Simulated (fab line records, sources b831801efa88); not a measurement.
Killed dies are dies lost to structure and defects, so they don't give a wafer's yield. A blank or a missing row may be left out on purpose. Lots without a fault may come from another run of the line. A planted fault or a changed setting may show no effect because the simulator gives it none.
fab line records | flow sky130
record lots=6 wafers=18 last_day=50
route steps=708 shown SONOS_ONO@182 GATE_OXIDE@187 PAD_OPEN@708
lots that met no fault: from a run of the same line without faults
start_h: hours from the record's first day to the start of the lot's first wafer shown | wait_h: hours since the lot's step before | " the same as in the row above | L1.1+2: a row that stands for several wafers | - no value, or no start given | * or withheld: withheld | < > ~ a bound
route shown NAME@n: a module of which the file shows steps, and the number in the route of the first | usual: mean/standard deviation of fault-free wafers | same: alike in all rows | chamber/n: place in a boat | sites: the reading at each site | _std_site: their standard deviation | _edge_site: outer sites' mean less inner sites' | radius_mm: how far each site lies from the wafer's centre | mask NAME#n: copy n | behind: the tool/chamber that last shaped the wafer | hold: why the lot was held/for how many hours/how that ended | device: the transistor (n, p or np) that didn't switch | end of line: the same wafers' tests at the end of the route | a step without rows: its recipe alone | killed: dies lost to structure and defects at the first sort, not the wafer's yield | map: a wafer's dies, x killed, . not, _ none there
set.NAME: the setting as run; set.NAME@STEP: as run at that earlier step | model.NAME: the simulator's own value behind a step, which no gauge read
lots at some steps of the route; a table a step, a row a wafer
services: from which hour (start_h, from the record's first day; less than 0 if before it) a tool's chamber was out of use, for how many hours, and why
## steps
# step SKY_SONOS_ONO_OVL_MEAS_14
# usual SONOS_ONO_OVL=0.9/1.4
# columns lot.wafer tool chamber start_h wait_h SONOS_ONO_OVL[nm]
L782.1 overlay-01 - 303.78 0.1 0.1
L782.2 " - " " 0.7
L782.4 " - " " 1.0
L785.1 overlay-02 - 329.68 0.1 -0.6
L785.4 " - " " -2.7
L785.5 " - " " -0.1
L796.4 overlay-01 - 424.64 0.1 2.9
L796.5 " - " " 3.9
L796.6 " - " " 4.7
L798.3 overlay-02 - 438.50 0.1 3.6
L798.4 " - " " 3.1
L798.6 " - " " 2.7
L801.1 overlay-02 - 464.63 0.1 2.3
L801.4 " - " " 2.5
L801.6 " - " " 2.8
L802.2 overlay-02 - 474.19 0.1 2.2
L802.3 " - " " 1.2
L802.4 " - " " 0.1
# step SKY_SONOS_ONO_ETCH_15
# recipe target_depth_nm=19.52 chemistry=CHF3/O2 source_w=600 bias_w=200 pressure_mtorr=40 chf3_flow_sccm=50 O2_flow_sccm=5 time_s=7.8
# usual drypump_motor_current_A=5.7/0.33 oes_product_au=1.003/0.015 throttle_valve_pct=8.825/0.011
# columns lot.wafer tool chamber start_h wait_h drypump_motor_current_A oes_product_au rf_hours_counter_h throttle_valve_pct
L782.1 rie_diel-04 0 303.81 0.0 6.3 1.005 8 8.832
L782.2 " 2 " " 5.5 1.007 113 8.828
L782.4 " 1 " " 5.6 0.995 - 8.835
L785.1 rie_diel-03 3 329.72 0.0 5.4 1.004 78 8.803
L785.4 " 0 " " 6.0 0.978 116 8.806
L785.5 " 3 " " 5.5 1.017 - 8.842
L796.4 rie_diel-04 2 424.67 0.0 5.5 0.976 - 8.810
L796.5 " 0 " " 6.4 1.007 - 8.835
L796.6 " 3 " " 6.2 1.016 - 8.818
L798.3 rie_diel-03 2 438.52 0.0 5.4 1.006 1 8.839
L798.4 " 1 " " 5.0 0.993 102 8.831
L798.6 " 1 " " 5.0 0.992 - 8.830
L801.1 rie_diel-01 0 464.66 0.0 5.5 0.989 39 8.807
L801.4 " 3 " " 5.6 1.029 38 8.834
L801.6 " 2 " " 5.4 1.018 - 8.826
L802.2 rie_diel-03 3 474.22 0.0 5.5 1.013 81 8.816
L802.3 " 0 " " 6.0 0.994 2 8.818
L802.4 " 2 " " 5.4 1.005 - 8.826
# step SKY_SONOS_ONO_WET_ETCH_16
# recipe chemistry=dHF target_depth_nm=14 dry=n2_spin target=SiO2 dilution=100:1 temp_c=25 time_s=280
# step SKY_SONOS_ONO_STRIP_17
# recipe chemistry=O2/N2 power_w=1400 pressure_mtorr=1500 platen_temp_c=withheld o2_flow_sccm=3000 n2_flow_sccm=300 overash_fraction=0.5
# usual drypump_motor_current_A=5.7/0.61 oes_product_au=0.710/0.0047 strip_time_to_endpoint_s=14.05/0.041
# columns lot.wafer tool chamber start_h wait_h drypump_motor_current_A oes_product_au rf_hours_counter_h strip_time_to_endpoint_s
L782.1 plasma_asher-04 1 303.93 0.0 6.1 0.704 17 13.97
L782.2 " 0 " " 6.7 0.709 17 13.96
L782.4 " 0 " " 6.7 0.707 - 14.01
L785.1 plasma_asher-03 0 329.83 0.0 5.1 0.701 65 14.08
L785.4 " 0 " " 5.1 0.706 - 14.06
L785.5 " 0 " " 5.1 0.708 - 14.08
L796.4 plasma_asher-01 0 424.80 0.0 5.4 0.714 - 14.05
L796.5 " 0 " " 5.4 0.713 - 14.07
L796.6 " 1 " " 5.0 0.710 - 14.05
L798.3 plasma_asher-03 1 438.66 0.0 5.5 0.719 - 14.00
L798.4 " 0 " " 5.1 0.716 - 14.02
L798.6 " 0 " " 5.0 0.705 - 14.06
L801.1 plasma_asher-04 1 464.78 0.0 6.1 0.705 33 14.04
L801.4 " 1 " " 6.1 0.708 - 14.02
L801.6 " 1 " " 6.1 0.711 - 14.02
L802.2 plasma_asher-03 1 474.33 0.0 5.5 0.714 4 14.06
L802.3 " 1 " " 5.5 0.717 - 14.07
L802.4 " 0 " " 5.1 0.717 - 14.07
# step SKY_SONOS_ONO_WET_ETCH_18
# recipe chemistry=H3PO4 target_depth_nm=15 target=Si3N4 temp_c=160 time_s=172
# step SKY_GATE_OXIDE_CLEAN_00
# recipe chemistry=SC1/SC2 mix=1:4:20 temp_c=70 time_s=150 dry=n2_spin
# step SKY_GATE_OXIDE_OXIDATION_01
# recipe temp_c=900 ambient=O2 stabilise_s=600 purge_s=300 target_thk_a=102.68 ox_time_s=1473
# step SKY_GATE_OXIDE_THK_MEAS_02
# recipe reads=SiO2_of_GATE_OXIDE_OXIDATION_01
# usual GATE_OXIDE_OXIDATION_00_THK=10.26/0.21
# columns lot.wafer tool chamber start_h wait_h GATE_OXIDE_OXIDATION_00_THK[nm]
L782.1 film_metro-04 - 306.52 0.0 10.35
L782.2 " - " " 10.48
L782.4 " - " " 10.52
L785.1 film_metro-03 - 335.30 0.0 9.88
L785.4 " - " " 9.89
L785.5 " - " " 9.87
L796.4 film_metro-03 - 427.49 0.0 10.10
L796.5 " - " " 9.86
L796.6 " - " " 9.89
L798.3 film_metro-02 - 441.37 0.0 10.27
L798.4 " - " " 10.39
L798.6 " - " " 10.24
L801.1 film_metro-02 - 466.39 0.0 9.90
L801.4 " - " " 10.03
L801.6 " - " " 9.95
L802.2 film_metro-03 - 475.95 0.0 10.21
L802.3 " - " " 10.38
L802.4 " - " " 10.28
# step SKY_GATE_OXIDE_DEHYDRATE_03
# recipe temp_c=200 time_s=60
# step SKY_GATE_OXIDE_HMDS_04
# recipe prime_time_s=60 prime_temp_c=120
# step SKY_GATE_OXIDE_COAT_05
# recipe resist=NOVOLAK spin_rpm=3000 resist_thk_nm=1140
# step SKY_GATE_OXIDE_SOFTBAKE_06
# recipe temp_c=90 time_s=60 resist=NOVOLAK
# step SKY_GATE_OXIDE_EXPOSE_07
# recipe mask_id=LVOM na=0.6 source_shape=conventional sigma_outer=0.6 polarization=unpolarized target_cd_nm=600 dose_mj=170
# usual exposure_dose_mJ_cm2=170.00/0.16 reticle_temp_C=23.02/0.12
# columns lot.wafer tool chamber start_h wait_h mask exposure_dose_mJ_cm2 reticle_temp_C model.GATE_OXIDE.overlay_x_nm
L782.1 iline_stepper-01 0 319.81 - LVOM#0 169.65 23.15 0.295
L782.2 " 0 " " LVOM#0 170.11 23.08 0.295
L782.4 " 0 " " LVOM#0 169.77 23.16 0.295
L785.1 iline_stepper-01 0 348.54 - LVOM#0 170.12 23.11 -0.7285
L785.4 " 0 " " LVOM#0 169.67 22.97 -0.7285
L785.5 " 0 " " LVOM#0 170.11 23.05 -0.7285
L796.4 iline_stepper-01 0 443.10 - LVOM#0 170.13 23.13 -114.7
L796.5 " 0 " " LVOM#0 170.06 23.06 -114.7
L796.6 " 0 " " LVOM#0 170.04 22.95 -114.7
L798.3 iline_stepper-01 0 456.65 - LVOM#0 170.04 22.98 -115.2
L798.4 " 0 " " LVOM#0 170.10 23.13 -115.2
L798.6 " 0 " " LVOM#0 170.09 22.94 -115.2
L801.1 iline_stepper-02 0 482.07 - LVOM#0 170.13 23.01 -0.01789
L801.4 " 0 " " LVOM#0 170.22 22.89 -0.01789
L801.6 " 0 " " LVOM#0 169.98 23.10 -0.01789
L802.2 iline_stepper-02 0 491.64 - LVOM#0 169.88 22.95 0.8863
L802.3 " 0 " " LVOM#0 169.97 22.95 0.8863
L802.4 " 0 " " LVOM#0 169.87 23.03 0.8863
# step SKY_GATE_OXIDE_PEB_08
# recipe temp_c=withheld time_s=* resist=NOVOLAK
# step SKY_GATE_OXIDE_DEVELOP_09
# recipe resist=NOVOLAK developer=TMAH develop_time_s=60 dev_temp_c=23
# step SKY_GATE_OXIDE_OVL_MEAS_10
# usual GATE_OXIDE_OVL=0.0/1.5
# columns lot.wafer tool chamber start_h wait_h GATE_OXIDE_OVL[nm]
L782.1 overlay-02 - 332.48 0.1 -0.1
L782.2 " - " " -1.2
L782.4 " - " " 1.1
L785.1 overlay-02 - 362.31 0.1 -1.6
L785.4 " - " " -3.1
L785.5 " - " " -1.7
L796.4 overlay-02 - 458.18 0.1 -116.5
L796.5 " - " " -114.2
L796.6 " - " " -113.6
L798.3 overlay-01 - 472.53 0.1 -115.5
L798.4 " - " " -116.7
L798.6 " - " " -113.9
L801.1 overlay-02 - 497.93 0.1 -0.8
L801.4 " - " " -1.1
L801.6 " - " " -0.6
L802.2 overlay-01 - 507.42 0.1 1.2
L802.3 " - " " 0.6
L802.4 " - " " 1.2
# step SKY_GATE_OXIDE_IMPLANT_11
# recipe species=B energy_kev=10 dose_cm2=2.551e+12 tilt_deg=withheld
# step SKY_PAD_OPEN_PROBE_99
# usual killed_at_M0_to_M3=44/7.9 killed_at_M4_up=3.1/2 killed_at_contacts=23/4.9 killed_at_front_end=15/3.9 killed_at_other=0.2/0.49 killed_dies=86/10 killed_open=47/7.1 killed_short=39/7.1
# same gross_dies=492 killed_at_back_side=0
# columns lot.wafer tool chamber start_h wait_h killed_at_M0_to_M3 killed_at_M4_up killed_at_contacts killed_at_front_end killed_at_other killed_dies killed_open killed_short
L785.1 prober-02 - 1111.42 0.1 52 4 30 16 0 102 65 37
L785.4 prober-02 - 1111.57 0.2 53 3 30 9 0 95 53 42
L785.5 prober-02 - 1111.62 0.2 43 1 18 15 0 77 48 29
L796.4 prober-02 - 1173.98 0.2 47 5 31 22 0 105 55 50
L796.5 prober-02 - 1174.03 0.2 37 2 18 15 0 72 36 36
L796.6 prober-02 - 1174.08 0.2 32 1 19 16 0 68 43 25
L798.3 prober-01 - 1180.29 0.2 49 5 20 9 1 84 52 32
L798.4 prober-01 - 1180.34 0.2 48 4 19 11 0 82 42 40
L798.6 prober-01 - 1180.44 0.2 50 8 20 20 0 98 50 48
L801.1 prober-02 - 1195.55 0.1 47 6 18 19 0 90 52 38
L801.4 prober-02 - 1195.70 0.2 36 2 27 14 1 80 44 36
L801.6 prober-02 - 1195.80 0.2 47 5 20 16 0 88 51 37
# killed by level:class
L785.1 VIA1:geometric_particle:open=12 CONTACT:geometric_particle:open=11 VIA3:geometric_particle:open=10 VIA2:geometric_particle:open=8 LI_CONTACT:geometric_particle:open=6 VIA2:geometric_particle:short=6 FIELD_ISO:geometric_particle:open=5 LOCAL_INTERCONNECT:geometric_particle:short=5
L785.4 CONTACT:geometric_particle:open=14 VIA1:geometric_particle:open=11 VIA3:geometric_particle:open=9 METAL2:geometric_particle:short=7 VIA1:geometric_particle:short=6 LI_CONTACT:geometric_particle:open=5 LOCAL_INTERCONNECT:geometric_particle:short=5 CONTACT:geometric_particle:short=5
L785.5 VIA1:geometric_particle:open=13 CONTACT:geometric_particle:open=10 VIA3:geometric_particle:open=6 LI_CONTACT:geometric_particle:open=5 METAL2:geometric_particle:short=5 VIA2:geometric_particle:open=5 FIELD_ISO:geometric_particle:short=4 FIELD_ISO:geometric_particle:open=4
L796.4 CONTACT:geometric_particle:open=12 VIA1:geometric_particle:open=10 LI_CONTACT:geometric_particle:open=9 VIA3:geometric_particle:open=8 POLY_GATE:geometric_particle:short=7 METAL2:geometric_particle:short=6 VIA1:geometric_particle:short=5 METAL1:geometric_particle:short=5
L796.5 CONTACT:geometric_particle:open=8 VIA1:geometric_particle:short=7 FIELD_ISO:geometric_particle:short=5 VIA1:geometric_particle:open=5 LI_CONTACT:geometric_particle:open=4 METAL1:geometric_particle:short=4 VIA2:geometric_particle:open=4 POLY_GATE:geometric_particle:open=3
L796.6 VIA1:geometric_particle:open=9 LI_CONTACT:geometric_particle:open=8 VIA2:geometric_particle:open=7 CONTACT:geometric_particle:open=5 CONTACT:geometric_particle:short=4 VIA1:geometric_particle:short=4 FIELD_ISO:geometric_particle:short=3 POLY_GATE:geometric_particle:short=3
L798.3 VIA2:geometric_particle:open=10 VIA1:geometric_particle:open=9 VIA1:geometric_particle:short=8 VIA3:geometric_particle:open=8 LI_CONTACT:geometric_particle:open=7 CONTACT:geometric_particle:open=7 VIA3:geometric_particle:short=5 FIELD_ISO:geometric_particle:open=3
L798.4 VIA1:geometric_particle:open=12 VIA1:geometric_particle:short=9 VIA3:geometric_particle:open=6 CONTACT:geometric_particle:open=6 METAL2:geometric_particle:short=5 LI_CONTACT:geometric_particle:short=5 VIA2:geometric_particle:open=4 METAL4:geometric_particle:short=4
L798.6 VIA1:geometric_particle:open=16 FIELD_ISO:geometric_particle:short=9 CONTACT:geometric_particle:open=6 VIA1:geometric_particle:short=6 VIA3:geometric_particle:open=6 METAL3:geometric_particle:short=5 LOCAL_INTERCONNECT:geometric_particle:short=5 METAL2:geometric_particle:short=5
L801.1 VIA3:geometric_particle:open=10 VIA1:geometric_particle:open=9 VIA2:geometric_particle:open=7 VIA1:geometric_particle:short=6 METAL3:geometric_particle:open=6 FIELD_ISO:geometric_particle:open=5 LOCAL_INTERCONNECT:geometric_particle:short=5 CONTACT:geometric_particle:short=5
L801.4 CONTACT:geometric_particle:open=12 VIA1:geometric_particle:open=7 METAL1:geometric_particle:short=6 FIELD_ISO:geometric_particle:open=5 CONTACT:geometric_particle:short=5 METAL3:geometric_particle:short=5 METAL2:geometric_particle:short=5 VIA2:geometric_particle:open=5
L801.6 FIELD_ISO:geometric_particle:open=10 VIA1:geometric_particle:open=9 VIA2:geometric_particle:open=8 LI_CONTACT:geometric_particle:open=7 VIA3:geometric_particle:open=7 METAL2:geometric_particle:short=6 METAL3:geometric_particle:short=6 CONTACT:geometric_particle:open=5
## services
# columns tool chamber start_h hours kind
iline_stepper-02 - 282.93 1.7 pm
plasma_asher-03 - 284.00 3.3 repair
rie_diel-04 3 302.47 6.1 repair
plasma_asher-04 - 306.27 1.4 repair
rie_diel-04 0 322.63 3.3 repair
rie_diel-04 3 324.05 2.2 repair
plasma_asher-01 - 327.62 1.0 repair
plasma_asher-03 - 334.06 2.8 pm
rie_diel-03 1 335.94 13.1 repair
iline_stepper-01 - 351.49 1.7 pm
rie_diel-01 3 376.95 15.5 repair
rie_diel-04 2 383.54 6.3 repair
plasma_asher-04 - 406.08 2.8 pm
rie_diel-03 2 416.02 10.8 repair
plasma_asher-03 - 421.25 9.0 pm
plasma_asher-04 - 430.45 1.0 repair
rie_diel-01 2 440.05 2.8 repair
rie_diel-01 - 457.21 0.9 repair
rie_diel-03 1 458.29 2.5 repair
rie_diel-04 1 458.71 5.9 repair
rie_diel-04 2 460.38 15.4 repair
rie_diel-03 - 467.92 2.8 pm
rie_diel-01 1 469.77 4.8 repair
iline_stepper-01 - 472.07 4.7 repair
## key
first_sign step=SKY_GATE_OXIDE_OVL_MEAS_10 reading=GATE_OXIDE_OVL direction=down sigmas=76 usual=0.0 struck=-115.1
effect none on later readings
model_effect step=SKY_GATE_OXIDE_EXPOSE_07 value=GATE_OXIDE.overlay_x_nm without=-0.3494 struck=-115
met_at SKY_GATE_OXIDE_EXPOSE_07
struck_wafers L796.4,L796.5,L796.6,L798.3,L798.4,L798.6
tester_left_out L796,L798
onset_between 348.54 443.10
fault kind=scanner_matching_overlay tool=iline_stepper-01 chamber=- onset_h=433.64 steps=SKY_GATE_OXIDE_EXPOSE_07 offset=-114.61
# tester_left_out: of these lots the tester's yield and bins aren't shown, on N5 and GAA mostly nor the transistor test; their killed dies are dies lost to structure and defects alone, not to doping, threshold or leakage, so they don't give the yield
